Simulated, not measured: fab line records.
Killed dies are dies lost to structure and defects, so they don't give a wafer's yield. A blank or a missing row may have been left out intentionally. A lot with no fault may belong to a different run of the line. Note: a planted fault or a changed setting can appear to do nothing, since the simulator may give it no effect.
fab line records | flow sky130
[record] lots = 13 | wafers = 37 | last-day = 51
route steps=708 shown VIA1@479
lots that met no fault: taken from a fault-free run of the same line
start-h: hours from the record's opening day to when the first of the lot's shown wafers began | wait-h: time in hours since the lot's previous step | " identical to the entry in the row above | L1.1+2: several wafers, shown together as one row | - either no value or no given start | * or withheld: withheld | < > ~ a bound
route shown NAME@n: NAME is a module with steps in the file, n the number in the route of the first one | usual: average and standard deviation across the fault-free wafers | same: alike in all rows | chamber/n: place in a boat | sites: each site's reading | _std_site: standard deviation across them | _edge_site: inner sites' mean taken away from outer sites' mean | radius-mm: how far each site lies from the wafer's centre | mask NAME#n: copy n | behind: tool/chamber where the wafer was last shaped | hold: the reason the lot was held/the length of the hold in hours/how it ended | device: transistor that didn't switch, given as n, p or np | end of line: the same wafers' tests at the end of the route | for a step that has no rows: nothing shown but its recipe | killed: the dies lost at the first sort to structure and to defects; this is not the yield of the wafer | map: dies across one wafer; x = killed, . = not, _ = none there
set.NAME: the setting that was run; set.NAME@STEP: the one run at that earlier step | model.NAME: the simulator's own value behind a step, which no gauge read
one table for each step of the route and one row for each wafer, over a sample of lots
services: the hour from which a tool's chamber was out of use, counted from the record's first day as start-h (under 0 if before that day), plus the number of hours and why
[[steps]]
[step SKY_VIA1_CVD_21]
[recipe] material = W | target-thk-nm = 270 | time-s = 80.902 | temp-c = 400 | pressure-torr = 40
[usual] heater-power-w = 906/86
lot.wafer | tool     | chamber | start-h | wait-h | heater-power-w | since-wet-clean-h
L707.1    | cvd-w-01 | 1       | 828.64  | 0.0    | 895            | 425
L707.3    | "        | 0       | "       | "      | 998            | -
L707.6    | "        | 0       | "       | "      | 993            | -
L709.3    | cvd-w-02 | 0       | 839.84  | 0.1    | 834            | -
L709.4    | "        | 1       | "       | "      | 961            | -
L709.5    | "        | 0       | "       | "      | 843            | -
L708.1    | cvd-w-01 | 1       | 840.76  | 0.0    | 903            | 437
L708.4    | "        | 1       | "       | "      | 915            | -
L708.5    | "        | 0       | "       | "      | 1012           | -
L711.1    | cvd-w-01 | 1       | 857.45  | 0.0    | 907            | 453
L711.5    | "        | 1       | "       | "      | 887            | -
L711.6    | "        | 0       | "       | "      | 988            | -
L713.2    | cvd-w-01 | 0       | 872.54  | 0.0    | 988            | 469
L713.3    | "        | 1       | "       | "      | 895            | -
L713.4    | "        | 0       | "       | "      | 989            | -
L714.1    | cvd-w-02 | 1       | 880.86  | 0.0    | 991            | 977
L714.2    | "        | 0       | "       | "      | 826            | 977
L714.5    | "        | 1       | "       | "      | 987            | -
L716.5    | cvd-w-01 | 0       | 902.43  | 0.1    | 1011           | -
L716.6    | "        | 1       | "       | "      | 898            | -
L717.2    | cvd-w-01 | 0       | 908.18  | 0.0    | 988            | 504
L717.6    | "        | 1       | "       | "      | 908            | -
L725.1    | cvd-w-02 | 1       | 959.45  | 0.0    | 896            | 41
L725.3    | "        | 0       | "       | "      | 750            | -
L725.6    | "        | 1       | "       | "      | 888            | -
L724.2    | cvd-w-02 | 1       | 962.63  | 0.0    | 866            | 45
L724.3    | "        | 0       | "       | "      | 736            | -
L724.4    | "        | 1       | "       | "      | 878            | -
L727.1    | cvd-w-01 | 1       | 972.78  | 0.0    | 879            | 569
L727.3    | "        | 1       | "       | "      | 899            | -
L727.6    | "        | 0       | "       | "      | 1012           | -
L728.4    | cvd-w-02 | 1       | 978.98  | 0.1    | 889            | -
L728.5    | "        | 0       | "       | "      | 764            | -
L728.6    | "        | 1       | "       | "      | 900            | -
L730.2    | cvd-w-01 | 0       | 986.47  | 0.1    | 983            | -
L730.3    | "        | 0       | "       | "      | 970            | -
L730.5    | "        | 0       | "       | "      | 982            | -
[step SKY_VIA1_RS_MEAS_22]
[recipe] thk-meas-gauge = four-point-probe | reads = W_of_VIA1_CVD_21+TiN_of_VIA1_SPUTTER_20
[usual] VIA1_W_RS = 0.430/0.0046
lot.wafer | tool          | chamber | start-h | wait-h | VIA1_W_RS[ohm/sq]
L707.1    | film-metro-03 | -       | 828.73  | 0.1    | 0.429
L707.3    | "             | -       | "       | "      | 0.426
L707.6    | "             | -       | "       | "      | 0.423
L709.3    | film-metro-02 | -       | 839.94  | 0.1    | 0.426
L709.4    | "             | -       | "       | "      | 0.433
L709.5    | "             | -       | "       | "      | 0.430
L708.1    | film-metro-02 | -       | 840.85  | 0.1    | 0.429
L708.4    | "             | -       | "       | "      | 0.436
L708.5    | "             | -       | "       | "      | 0.427
L711.1    | film-metro-03 | -       | 857.55  | 0.1    | 0.423
L711.5    | "             | -       | "       | "      | 0.432
L711.6    | "             | -       | "       | "      | 0.425
L713.2    | film-metro-03 | -       | 872.65  | 0.1    | 0.427
L713.3    | "             | -       | "       | "      | 0.431
L713.4    | "             | -       | "       | "      | 0.425
L714.1    | film-metro-01 | -       | 880.95  | 0.1    | 0.433
L714.2    | "             | -       | "       | "      | 0.429
L714.5    | "             | -       | "       | "      | 0.432
L716.5    | film-metro-03 | -       | 902.54  | 0.1    | 0.424
L716.6    | "             | -       | "       | "      | 0.274
L717.2    | film-metro-01 | -       | 908.29  | 0.1    | 0.424
L717.6    | "             | -       | "       | "      | 0.273
L725.1    | film-metro-03 | -       | 959.54  | 0.1    | 0.432
L725.3    | "             | -       | "       | "      | 0.424
L725.6    | "             | -       | "       | "      | 0.431
L724.2    | film-metro-03 | -       | 962.74  | 0.1    | 0.429
L724.3    | "             | -       | "       | "      | 0.422
L724.4    | "             | -       | "       | "      | 0.423
L727.1    | film-metro-03 | -       | 972.87  | 0.1    | 0.433
L727.3    | "             | -       | "       | "      | 0.432
L727.6    | "             | -       | "       | "      | 0.431
L728.4    | film-metro-01 | -       | 979.10  | 0.1    | 0.428
L728.5    | "             | -       | "       | "      | 0.431
L728.6    | "             | -       | "       | "      | 0.430
L730.2    | film-metro-01 | -       | 986.64  | 0.1    | 0.435
L730.3    | "             | -       | "       | "      | 0.427
L730.5    | "             | -       | "       | "      | 0.433
[step SKY_VIA1_THK_MEAS_23]
[recipe] thk-meas-gauge = xrf | reads = W_of_VIA1_CVD_21
[usual] VIA1_W_THK = 273/3.2
lot.wafer | tool          | chamber | start-h | wait-h | VIA1_W_THK[nm]
L707.1    | film-metro-03 | -       | 828.85  | 0.1    | 272
L707.3    | "             | -       | "       | "      | 276
L707.6    | "             | -       | "       | "      | 276
L709.3    | film-metro-02 | -       | 840.04  | 0.1    | 277
L709.4    | "             | -       | "       | "      | 274
L709.5    | "             | -       | "       | "      | 273
L708.1    | film-metro-02 | -       | 840.97  | 0.1    | 276
L708.4    | "             | -       | "       | "      | 269
L708.5    | "             | -       | "       | "      | 276
L711.1    | film-metro-03 | -       | 857.67  | 0.1    | 275
L711.5    | "             | -       | "       | "      | 271
L711.6    | "             | -       | "       | "      | 277
L713.2    | film-metro-03 | -       | 872.76  | 0.1    | 275
L713.3    | "             | -       | "       | "      | 272
L713.4    | "             | -       | "       | "      | 274
L714.1    | film-metro-01 | -       | 881.07  | 0.1    | 273
L714.2    | "             | -       | "       | "      | 275
L714.5    | "             | -       | "       | "      | 275
L716.5    | film-metro-03 | -       | 902.62  | 0.1    | 274
L716.6    | "             | -       | "       | "      | 424
L717.2    | film-metro-01 | -       | 908.40  | 0.1    | 279
L717.6    | "             | -       | "       | "      | 437
L725.1    | film-metro-03 | -       | 959.66  | 0.1    | 271
L725.3    | "             | -       | "       | "      | 278
L725.6    | "             | -       | "       | "      | 272
L724.2    | film-metro-03 | -       | 962.85  | 0.1    | 272
L724.3    | "             | -       | "       | "      | 276
L724.4    | "             | -       | "       | "      | 274
L727.1    | film-metro-03 | -       | 972.99  | 0.1    | 268
L727.3    | "             | -       | "       | "      | 269
L727.6    | "             | -       | "       | "      | 270
L728.4    | film-metro-01 | -       | 979.19  | 0.1    | 276
L728.5    | "             | -       | "       | "      | 274
L728.6    | "             | -       | "       | "      | 277
L730.2    | film-metro-01 | -       | 986.75  | 0.1    | 275
L730.3    | "             | -       | "       | "      | 278
L730.5    | "             | -       | "       | "      | 274
[step SKY_VIA1_CMP_24]
[recipe] stop-on = SiO2 | t-overpolish-s = 15 | down-force-psi = 3.5 | platen-rpm = 60 | target-thk-nm = 0 | pad-velocity-m-s = 0.94248
[usual] edge-zone-pressure-frac = 1.000/0.0052 | motor-current-A = 11.3/1.2 | time-to-endpoint-s = 64/3.4
lot.wafer | tool   | chamber | start-h | wait-h | edge-zone-pressure-frac | motor-current-A | time-to-endpoint-s
L707.3    | cmp-02 | 2       | 829.01  | 0.1    | 0.999                   | 10.7            | 66
L707.1    | "      | 3       | "       | "      | 0.995                   | 13.0            | 71
L707.6    | "      | 0       | "       | "      | 1.005                   | 10.3            | 65
L709.4    | cmp-02 | 0       | 840.08  | 0.0    | 1.002                   | 10.2            | 62
L709.3    | "      | 1       | "       | "      | 0.998                   | 13.2            | 66
L709.5    | "      | 0       | "       | "      | 1.003                   | 11.1            | 61
L708.4    | cmp-02 | 3       | 841.08  | 0.1    | 0.993                   | 13.4            | 68
L708.1    | "      | 1       | "       | "      | 1.006                   | 13.5            | 68
L708.5    | "      | 3       | "       | "      | 1.001                   | 13.0            | 68
L711.1    | cmp-02 | 1       | 857.73  | 0.1    | 0.998                   | 12.9            | 66
L711.5    | "      | 1       | "       | "      | 1.001                   | 12.9            | 66
L711.6    | "      | 2       | "       | "      | 1.006                   | 11.1            | 61
L713.2    | cmp-02 | 1       | 872.81  | 0.0    | 1.000                   | 12.8            | 67
L713.4    | "      | 2       | "       | "      | 1.001                   | 11.1            | 61
L713.3    | "      | 3       | "       | "      | 0.996                   | 13.2            | 66
L714.2    | cmp-02 | 3       | 881.13  | 0.0    | 0.997                   | 13.6            | 68
L714.1    | "      | 2       | "       | "      | 0.994                   | 10.9            | 60
L714.5    | "      | 3       | "       | "      | 0.995                   | 13.2            | 66
L716.5    | cmp-02 | 0       | 902.84  | 0.2    | 0.998                   | 10.4            | 64
L716.6    | "      | 1       | "       | "      | 1.004                   | 13.2            | 106
L717.2    | cmp-01 | 1       | 908.90  | 0.5    | 0.993                   | 11.0            | 65
L717.6    | "      | 1       | "       | "      | 0.994                   | 11.5            | 101
L725.1    | cmp-01 | 1       | 959.72  | 0.1    | 0.998                   | 11.1            | 64
L725.3    | "      | 3       | "       | "      | 0.995                   | 9.7             | 68
L725.6    | "      | 2       | "       | "      | 1.003                   | 10.5            | 65
L724.4    | cmp-02 | 1       | 962.90  | 0.0    | 1.001                   | 13.2            | 66
L724.3    | "      | 2       | "       | "      | 0.998                   | 11.5            | 62
L724.2    | "      | 0       | "       | "      | 1.001                   | 10.7            | 64
L727.3    | cmp-01 | 3       | 973.05  | 0.0    | 1.005                   | 10.0            | 67
L727.1    | "      | 0       | "       | "      | 0.998                   | 10.5            | 61
L727.6    | "      | 3       | "       | "      | 1.005                   | 10.0            | 70
L728.4    | cmp-01 | 0       | 979.27  | 0.1    | 0.999                   | 10.1            | 61
L728.6    | "      | 3       | "       | "      | 1.010                   | 9.7             | 68
L728.5    | "      | 0       | "       | "      | 1.001                   | 10.8            | 61
L730.3    | cmp-02 | 3       | 986.80  | 0.0    | 1.000                   | 12.8            | 64
L730.2    | "      | 2       | "       | "      | 1.005                   | 11.0            | 57
L730.5    | "      | 0       | "       | "      | 0.999                   | 11.1            | 58
[[services]]
tool     | chamber | start-h | hours | kind
cvd-w-01 | -       | 808.95  | 1.7   | repair
cvd-w-02 | -       | 826.55  | 6.9   | pm
cvd-w-01 | -       | 836.23  | 2.8   | pm
cvd-w-02 | -       | 859.63  | 0.8   | repair
cmp-01   | -       | 867.94  | 12.5  | repair
cmp-02   | -       | 876.07  | 0.5   | repair
cvd-w-02 | -       | 904.00  | 14.0  | pm
cvd-w-02 | 0       | 904.00  | 14.0  | vent-cycle
cvd-w-02 | 1       | 904.00  | 14.0  | vent-cycle
cvd-w-01 | 1       | 904.66  | 3.4   | repair
cmp-02   | -       | 907.53  | 3.5   | repair
cmp-01   | -       | 915.85  | 4.0   | pm
cvd-w-02 | 0       | 918.00  | -     | clean
cvd-w-02 | 1       | 918.00  | -     | clean
cmp-01   | -       | 919.85  | -     | consumable-replace:conditioner
cmp-01   | -       | 919.85  | -     | consumable-replace:pad
cmp-01   | -       | 941.23  | 4.9   | pm
cmp-02   | -       | 950.58  | 5.5   | pm
cmp-01   | -       | 963.10  | 5.9   | pm
cmp-01   | -       | 975.45  | 0.4   | repair
cvd-w-01 | 1       | 980.40  | 10.8  | repair
cvd-w-01 | -       | 986.69  | 6.9   | pm
[[key]]
[first-sign] step = SKY_VIA1_RS_MEAS_22 | reading = VIA1_W_RS | direction = down | sigmas = 34 | usual = 0.430 | struck = 0.273
[effect] step = SKY_VIA1_THK_MEAS_23 | reading = VIA1_W_THK | direction = up | sigmas = 49 | usual = 273 | struck = 431
[effect] step = SKY_VIA1_CMP_24 | reading = time-to-endpoint-s | direction = up | sigmas = 11 | usual = * | struck = *
met-at SKY_VIA1_CVD_21
struck-lots L716,L717
struck-wafers L716.6,L717.6
onset-between 872.54 902.43
[fault] kind = process-parameter-drift | tool = cvd-w-01 | chamber = - | onset-h = 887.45 | steps = SKY_VIA1_CVD_21 | channel = target-thk-nm | offset = 149.73 | shape = step | end-h = 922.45 | scope = struck-wafers-only | acts-in = these-recipes-only | stated = 270
